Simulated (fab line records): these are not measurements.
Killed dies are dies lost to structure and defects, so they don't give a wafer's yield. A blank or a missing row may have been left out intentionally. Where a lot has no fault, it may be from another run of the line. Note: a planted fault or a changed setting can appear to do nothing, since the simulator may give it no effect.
fab line records | flow gf180mcu
record lots=13 wafers=39 last-day=34
route steps=602 shown STI@15 HV_LDD@196 CONTACT@303 M1@315
lots that met no fault: taken from a fault-free run of the same line
start-h: start of the lot's first displayed wafer, in hours after the record's first day | wait-h: how many hours have passed since the lot's step before this one | " identical to the entry in the row above | L1.1+2: one row covering several wafers at once | - no value present, or no start provided | * or withheld: withheld | < > ~ a bound
route shown NAME@n: names a module that has steps shown in the file, with the first one's number in the route | usual: average and standard deviation across the fault-free wafers | same: alike in all rows | chamber/n: place in a boat | sites: each site's reading | _std_site: standard deviation of those values | _edge_site: outer sites' mean less inner sites' | radius-mm: for every site, how far away it sits from the centre of the wafer | mask NAME#n: copy n | behind: the last tool/chamber to shape the wafer | hold: what put the lot on hold/how long, in hours/how the hold closed | device: the transistor (n, p or np) that didn't switch | end of line: at the end of the route, the tests of the same wafers | where a step has no rows: the recipe by itself | killed: dies lost to structure and defects at the first sort, not the wafer's yield | map: a wafer's dies, marking killed ones x, the rest . and places with no die _
set.NAME: the setting the step ran with; set.NAME@STEP: the setting that earlier step ran with | model.NAME: the simulator's own value behind a step, which no gauge read
the route's steps for a sample of lots (tables are steps, rows are wafers)
services: from which hour (start-h, from the record's first day; less than 0 if before it) a tool's chamber was out of use, for how many hours, and why
## steps
# step GF_STI_ETCH_14
# recipe target=Si chemistry=HBr/Cl2/O2 target-depth-nm=360 icp-w=600 bias-w=150 pressure-mtorr=15 HBr_flow_sccm=150 Cl2_flow_sccm=40 O2_flow_sccm=6 time-s=102.9
# usual drypump-motor-current-A=5.8/0.31 oes-product-au=1.000/0.012 run-length-s=131.2/0.4 throttle-valve-pct=25.657/0.01
# columns lot.wafer tool chamber start-h wait-h drypump-motor-current-A oes-product-au rf-hours-counter-h run-length-s throttle-valve-pct
L476.2 rie-si-02 0 31.46 0.0 5.5 1.008 11 131.2 25.641
L476.3 " 2 " " 5.8 0.986 142 131.7 25.678
L476.4 " 1 " " 5.3 0.986 80 131.0 25.678
L477.1 rie-si-02 2 35.81 0.0 5.8 0.989 142 131.0 25.651
L477.3 " 0 " " 5.5 1.000 11 131.4 25.663
L477.5 " 2 " " 5.8 0.991 - 131.4 25.653
L478.1 rie-si-02 2 41.31 0.0 5.8 0.985 142 131.2 25.662
L478.2 " 0 " " 5.5 1.003 12 120.7 25.632
L478.4 " 1 " " 5.3 0.988 80 130.9 25.676
L479.3 rie-si-02 3 46.18 0.0 5.9 1.016 73 131.0 25.651
L479.5 " 1 " " 5.3 0.988 - 130.6 25.660
L479.6 " 0 " " 5.5 1.008 - 120.7 25.661
L481.3 rie-si-01 1 56.58 0.0 5.5 1.021 155 130.8 25.648
L481.5 " 1 " " 5.5 1.013 - 130.7 25.651
L481.6 " 0 " " 6.1 0.985 - 131.3 25.668
L482.2 rie-si-01 0 62.71 0.0 6.2 0.988 9 131.3 25.665
L482.3 " 3 " " 6.1 1.011 91 132.0 25.652
L482.6 " 2 " " 6.0 1.011 - 131.0 25.671
L488.2 rie-si-01 2 92.54 0.0 5.9 0.998 129 131.3 25.642
L488.4 " 1 " " 5.5 1.022 0 131.3 25.644
L488.6 " 0 " " 6.1 0.982 - 131.3 25.662
L491.1 rie-si-02 3 109.03 0.0 5.9 0.991 73 130.8 25.669
L491.4 " 0 " " 5.5 1.010 12 131.8 25.648
L491.6 " 2 " " 5.8 0.993 - 131.3 25.655
L492.3 rie-si-01 2 112.34 0.0 6.0 0.994 129 130.9 25.648
L492.5 " 1 " " 5.5 0.999 - 130.7 25.653
L492.6 " 0 " " 6.1 0.986 - 131.6 25.652
L493.1 rie-si-01 1 118.82 0.0 5.5 1.003 0 130.9 25.667
L493.3 " 2 " " 6.0 1.001 129 131.0 25.665
L493.4 " 3 " " 6.1 1.022 91 131.3 25.644
L494.2 rie-si-01 3 123.29 0.0 6.1 1.009 91 131.4 25.646
L494.3 " 2 " " 6.0 0.987 129 130.8 25.659
L494.4 " 0 " " 6.1 0.986 10 131.3 25.674
L496.2 rie-si-02 3 133.81 0.0 5.9 0.986 74 130.9 25.658
L496.3 " 1 " " 5.3 0.980 81 130.8 25.669
L496.6 " 0 " " 5.5 1.012 - 131.7 25.648
L498.2 rie-si-02 0 143.63 0.0 5.5 1.005 13 131.5 25.666
L498.5 " 2 " " 5.8 1.001 - 131.1 25.653
L498.6 " 1 " " 5.3 0.991 - 130.6 25.665
# step GF_HV_LDD_OVL_MEAS_20
# usual HV_LDD_01_OVL=0.4/1.4
# columns lot.wafer tool chamber start-h wait-h HV_LDD_01_OVL[nm]
L476.2 overlay-01 - 246.58 0.1 0.2
L476.3 " - " " -0.1
L476.4 " - " " -0.1
L477.1 overlay-01 - 253.97 0.1 0.7
L477.3 " - " " 1.3
L477.5 " - " " 0.1
L478.1 overlay-01 - 258.10 0.1 2.0
L478.2 " - " " 2.1
L478.4 " - " " 0.1
L479.3 overlay-02 - 268.48 0.1 1.1
L479.5 " - " " 0.9
L479.6 " - " " 0.2
L481.3 overlay-02 - 284.35 0.1 1.0
L481.5 " - " " 1.5
L481.6 " - " " 1.4
L482.2 overlay-02 - 289.46 0.1 1.4
L482.3 " - " " -0.5
L482.6 " - " " 0.1
L488.2 overlay-01 - 332.71 0.1 -0.7
L488.4 " - " " 0.4
L488.6 " - " " -1.1
L491.1 overlay-02 - 358.41 0.1 -0.5
L491.4 " - " " -1.1
L491.6 " - " " 0.1
L492.3 overlay-01 - 366.51 0.1 -0.3
L492.5 " - " " 0.0
L492.6 " - " " -1.4
L493.1 overlay-02 - 372.11 0.1 1.8
L493.3 " - " " 1.3
L493.4 " - " " 1.9
L494.2 overlay-01 - 380.30 0.1 0.4
L494.3 " - " " 1.5
L494.4 " - " " -0.4
L496.2 overlay-02 - 392.97 0.1 0.9
L496.3 " - " " -0.6
L496.6 " - " " -0.1
L498.2 overlay-01 - 415.97 0.1 0.8
L498.5 " - " " -2.1
L498.6 " - " " 1.6
# step GF_CONTACT_ETCH_16
# recipe chemistry=N2/H2 target-depth-a=withheld overetch-a=withheld time-s=withheld target=BARC ion-energy-ev=200 source-w=500 bias-w=100 pressure-mtorr=30 n2-flow-sccm=100 h2-flow-sccm=200
# usual drypump-motor-current-A=5.4/0.32 oes-product-au=0.854/0.0053 throttle-valve-pct=13.225/0.0091
# columns lot.wafer tool chamber start-h wait-h drypump-motor-current-A oes-product-au throttle-valve-pct
L476.2 rie-diel-02 0 377.78 0.0 5.1 0.864 13.221
L476.3 " 3 " " 5.1 0.854 13.235
L476.4 " 2 " " 5.3 0.854 13.222
L477.1 rie-diel-02 1 386.68 0.0 5.6 0.861 13.208
L477.3 " 2 " " 5.3 0.858 13.216
L477.5 " 3 " " 5.1 0.853 13.221
L478.1 rie-diel-01 2 390.03 0.0 6.0 0.867 13.213
L478.2 " 1 " " 5.7 0.850 13.228
L478.4 " 0 " " 5.1 0.857 13.216
L479.3 rie-diel-02 3 404.49 0.0 5.1 0.844 13.222
L479.5 " 2 " " 5.3 0.864 13.226
L479.6 " 1 " " 5.6 0.859 13.246
L481.3 rie-diel-04 2 421.68 0.0 5.6 0.859 13.209
L481.5 " 0 " " 4.9 0.861 13.221
L481.6 " 3 " " 5.6 0.859 13.232
L482.2 rie-diel-04 1 428.75 0.0 5.7 0.853 13.231
L482.3 " 3 " " 5.6 0.847 13.223
L482.6 " 0 " " 4.9 0.844 13.212
L488.2 rie-diel-01 2 479.58 0.0 6.0 0.851 13.233
L488.4 " 3 " " 5.4 0.861 13.245
L488.6 " 1 " " 5.7 0.855 13.221
L491.1 rie-diel-02 0 507.58 0.0 5.1 0.854 13.229
L491.4 " 2 " " 5.3 0.849 13.215
L491.6 " 3 " " 5.1 0.850 13.206
L492.3 rie-diel-04 2 514.79 0.0 5.6 0.858 13.237
L492.5 " 1 " " 5.7 0.850 13.231
L492.6 " 2 " " 5.6 0.858 13.225
L493.1 rie-diel-04 3 520.78 0.0 5.6 0.856 13.234
L493.3 " 0 " " 4.9 0.859 13.230
L493.4 " 2 " " 5.6 0.854 13.234
L494.2 rie-diel-04 0 530.14 0.0 4.9 0.855 13.220
L494.3 " 1 " " 5.7 0.861 13.231
L494.4 " 3 " " 5.6 0.857 13.220
L496.2 rie-diel-04 3 542.28 0.0 5.6 0.858 13.226
L496.3 " 1 " " 5.7 0.859 13.237
L496.6 " 3 " " 5.6 0.853 13.225
L498.2 rie-diel-04 0 563.35 0.0 4.9 0.849 13.228
L498.5 " 3 " " 5.6 0.858 13.206
L498.6 " 0 " " 4.9 0.855 13.225
# step GF_M1_SPUTTER_00
# recipe material=Ti target-thk-nm=37.5 arriving-ion-energy-ev=80 substrate-temp-c=200 chamber-pressure-pa=2 power-w=4000 time-s=150
# usual chamber-pressure-pa=2.000/0.0038 throttle-valve-pct=30.2/1
# columns lot.wafer tool chamber start-h wait-h chamber-pressure-pa throttle-valve-pct
L476.2 pvd-sputter-01 - 379.09 0.2 2.000 31.6
L476.3 " - " " 2.003 29.2
L476.4 " - " " 2.003 28.1
L477.1 pvd-sputter-02 - 387.83 0.1 2.004 29.4
L477.3 " - " " 1.998 30.9
L477.5 " - " " 2.007 29.6
L478.1 pvd-sputter-02 - 391.18 0.1 2.007 29.6
L478.2 " - " " 1.995 30.4
L478.4 " - " " 2.006 30.6
L479.3 pvd-sputter-03 - 405.87 0.1 2.000 30.5
L479.5 " - " " 2.004 29.4
L479.6 " - " " 1.999 30.7
L481.3 pvd-sputter-03 - 422.83 0.1 2.000 29.7
L481.5 " - " " 2.004 31.6
L481.6 " - " " 2.001 31.0
L482.2 pvd-sputter-01 - 429.91 0.2 2.003 28.3
L482.3 " - " " 1.993 31.6
L482.6 " - " " 2.002 29.4
L488.2 pvd-sputter-01 - 480.72 0.1 2.003 31.5
L488.4 " - " " 2.003 31.4
L488.6 " - " " 2.000 29.3
L491.1 pvd-sputter-03 - 508.73 0.1 1.996 30.7
L491.4 " - " " 2.001 29.6
L491.6 " - " " 2.000 31.7
L492.3 pvd-sputter-02 - 516.04 0.1 1.998 29.8
L492.5 " - " " 1.996 30.5
L492.6 " - " " 2.002 29.6
L493.1 pvd-sputter-03 - 522.01 0.1 2.000 30.2
L493.3 " - " " 2.001 31.7
L493.4 " - " " 1.997 30.8
L494.2 pvd-sputter-01 - 531.29 0.2 1.996 31.6
L494.3 " - " " 2.006 28.4
L494.4 " - " " 2.002 31.5
L496.2 pvd-sputter-02 - 543.43 0.2 1.995 31.0
L496.3 " - " " 2.000 29.7
L496.6 " - " " 2.005 29.9
L498.2 pvd-sputter-03 - 564.54 0.1 2.006 31.5
L498.5 " - " " 2.004 31.6
L498.6 " - " " 2.004 30.4
## services
# columns tool chamber start-h hours kind
rie-diel-04 1 87.15 3.8 repair
pvd-sputter-03 - 130.92 33.6 repair
rie-si-02 3 142.07 3.0 repair
pvd-sputter-03 - 159.59 7.1 repair
rie-si-01 - 199.25 2.8 pm
rie-si-02 - 202.00 2.8 pm
rie-si-02 3 218.75 8.9 repair
rie-diel-04 2 219.76 11.6 repair
rie-si-02 - 228.18 0.1 repair
rie-si-01 3 239.68 3.3 repair
rie-si-02 3 255.61 7.3 repair
rie-si-01 1 262.13 6.8 repair
rie-si-01 3 277.90 23.5 repair
pvd-sputter-03 - 297.80 9.8 repair
rie-diel-04 0 364.48 4.4 repair
rie-si-02 3 383.02 10.4 repair
rie-diel-04 3 393.23 5.3 repair
rie-si-02 - 394.49 14.6 pm
rie-diel-04 2 405.51 3.3 repair
rie-diel-04 3 408.75 6.8 repair
rie-diel-04 2 409.63 1.9 repair
rie-si-02 3 489.71 3.1 repair
rie-si-01 1 500.42 2.9 repair
rie-si-01 0 534.70 3.3 repair
## key
first-sign step=GF_STI_ETCH_14 reading=run-length-s direction=down sigmas=26 usual=* struck=*
effect none on later readings
met-at GF_STI_ETCH_14
struck-lots L478,L479
struck-wafers L478.2,L479.6
tester-left-out L478,L479
not-acting-at GF_HV_LDD_OVL_MEAS_20,GF_CONTACT_ETCH_16,GF_M1_SPUTTER_00
onset-between 35.81 41.31
fault kind=process-parameter-drift tool=rie-si-02 chamber=0 onset-h=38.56 steps=GF_STI_ETCH_14 channel=time-s offset=* shape=step end-h=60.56 acts-in=* stated=*
# tester-left-out: of these lots the tester's yield and bins aren't shown, on N5 and GAA mostly nor the transistor test; their killed dies are dies lost to structure and defects alone, not to doping, threshold or leakage, so they don't give the yield
